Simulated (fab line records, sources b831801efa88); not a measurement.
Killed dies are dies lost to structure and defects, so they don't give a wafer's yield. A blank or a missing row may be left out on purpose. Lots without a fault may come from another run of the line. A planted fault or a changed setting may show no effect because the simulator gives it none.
Split-lot experiment | flow sfq_line | 5 lots, 23 wafers read, on a route of 325 steps

THE SPLIT
At SFQ_TRILAYER_I0_VIA_LITHO_COAT_031 (resist thk 650 nm), the setting spin_rpm was moved away from the recipe's 3000 rpm on 9 of the 23 wafers read, by -3.4% to +4.6%. The other wafers ran this setting at the recipe's value.

FROM THE SPLIT TO THE READING: what the file shows between them, 3 steps
- SFQ_TRILAYER_I0_VIA_LITHO_SOFTBAKE_035
- SFQ_TRILAYER_I0_VIA_LITHO_EXPOSE_032: exposes mask I0, target cd 500 nm
- SFQ_TRILAYER_I0_VIA_LITHO_DEVELOP_033: time 60 s

THE READING
KrF_of_TRILAYER_I0_VIA_LITHO_COAT_031.thk_nm (the simulator's own value, which no gauge read), in nm, at SFQ_TRILAYER_I0_VIA_BARC_OPEN_VIA_ETCH_046 (etches BARC in O2, target depth 125 nm, time 43.03 s). The file gives no usual value for it. The 14 wafers here that ran the recipe average 570.0 nm, standard deviation 1.1 nm.

wafer  | tool, chamber at the split | spin_rpm as run, rpm | against the recipe | KrF_of_TRILAYER_I0_VIA_LITHO_COAT_031.thk_nm, nm | against lot-mates on the recipe
L074.2 | litho_track-01, 0          | 3000                 | recipe             | 570                                              | -
L074.3 | litho_track-01, 0          | 3138                 | +4.6%              | 555.2                                            | -15.0
L074.5 | litho_track-01, 0          | 3138                 | +4.6%              | 555.2                                            | -15.0
L074.4 | litho_track-01, 0          | 3138                 | +4.6%              | 553.3                                            | -17.0
L074.6 | litho_track-01, 0          | 3000                 | recipe             | 570.5                                            | -
L079.1 | litho_track-04, 0          | 3000                 | recipe             | 571.1                                            | -
L079.3 | litho_track-04, 0          | 3000                 | recipe             | 572                                              | -
L079.6 | litho_track-04, 0          | 3000                 | recipe             | 570.8                                            | -
L081.1 | litho_track-02, 0          | 3000                 | recipe             | 567.9                                            | -
L081.2 | litho_track-02, 0          | 3000                 | recipe             | 568.8                                            | -
L081.3 | litho_track-02, 0          | 3000                 | recipe             | 569                                              | -
L081.6 | litho_track-02, 0          | 3000                 | recipe             | 569                                              | -
L081.4 | litho_track-02, 0          | 3000                 | recipe             | 571.4                                            | -
L084.1 | litho_track-01, 0          | 2899                 | -3.4%              | 582.3                                            | +12.8
L084.3 | litho_track-01, 0          | 2899                 | -3.4%              | 581.3                                            | +11.8
L084.4 | litho_track-01, 0          | 2899                 | -3.4%              | 580.6                                            | +11.1
L084.5 | litho_track-01, 0          | 3000                 | recipe             | 569.2                                            | -
L084.6 | litho_track-01, 0          | 3000                 | recipe             | 569.7                                            | -
L085.2 | litho_track-01, 0          | 3079                 | +2.6%              | 561.4                                            | -8.6
L085.3 | litho_track-01, 0          | 3000                 | recipe             | 570.7                                            | -
L085.4 | litho_track-01, 0          | 3000                 | recipe             | 569.3                                            | -
L085.5 | litho_track-01, 0          | 3079                 | +2.6%              | 559.7                                            | -10.3
L085.6 | litho_track-01, 0          | 3079                 | +2.6%              | 561.5                                            | -8.5

THE FIT
A straight line over all 23 wafers: KrF_of_TRILAYER_I0_VIA_LITHO_COAT_031.thk_nm changes by -3.38 nm for each +1% of spin_rpm; r = -0.99; the points scatter about the line by 1.1 nm.
The same after taking each lot's own level away (the mean of its wafers on the recipe; 23 wafers): -3.47 nm for each +1%; r = -0.99; scatter 0.85 nm.
On that fit, the largest move of spin_rpm shifts the reading by 16 nm.
The lots' own levels span 569.22 to 571.30 nm, that is 1.9 times the standard deviation above.
So the lot-to-lot level changes the slope little: the two slopes agree.
Check: with one of the wafers moved furthest among these (+4.6%) left out of the fit, the line predicts -16.1 nm for it against its lot-mates. It came out at -15 nm against them.

OTHER SPLITS ON THESE WAFERS
These wafers also went through other splits before the reading. Each is held against what the fit with the lots' levels taken away leaves over:
other split on the same wafers                    | wafers away from the commonest value | r with KrF_of_TRILAYER_I0_VIA_LITHO_COAT_031.thk_nm (lot level and that fit taken away)
SFQ_TRILAYER_INCOMING_OXIDATION_002 temp_c        | 13                                   | +0.03
SFQ_TRILAYER_L0_CAP_PECVD_011 time_s              | 8                                    | +0.21
SFQ_TRILAYER_L0_VIA_BARC_OPEN_VIA_ETCH_021 bias_w | 10                                   | +0.11
SFQ_TRILAYER_M0_DEP_SPUTTER_019 power_w           | 5                                    | -0.03
SFQ_TRILAYER_M0_LITHO_COAT_021 spin_rpm           | 10                                   | +0.19
SFQ_TRILAYER_I0_CMP_CMP_028 leave_above_ref_nm    | 6                                    | +0.12

THE WHOLE CHAIN: every reading that the file lists as answering this split, in the file's order
step                                       | what it does                                         | reading                                                                                       | change (the file's fit)              | r (the file's)
SFQ_TRILAYER_I0_VIA_LITHO_COAT_031         | resist thk 650 nm                                    | KrF_of_TRILAYER_I0_VIA_LITHO_COAT_031.thk_nm (the simulator's own value, which no gauge read) | -3.44 nm for each +1% of the setting | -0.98
SFQ_TRILAYER_I0_VIA_BARC_OPEN_VIA_ETCH_046 | etches BARC in O2, target depth 125 nm, time 43.03 s | KrF_of_TRILAYER_I0_VIA_LITHO_COAT_031.thk_nm (the simulator's own value, which no gauge read) | -3.47 nm for each +1% of the setting | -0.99

THE FILE'S OWN FIT
KrF_of_TRILAYER_I0_VIA_LITHO_COAT_031.thk_nm changes by -3.47 nm for each +1% of spin_rpm, r = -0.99.
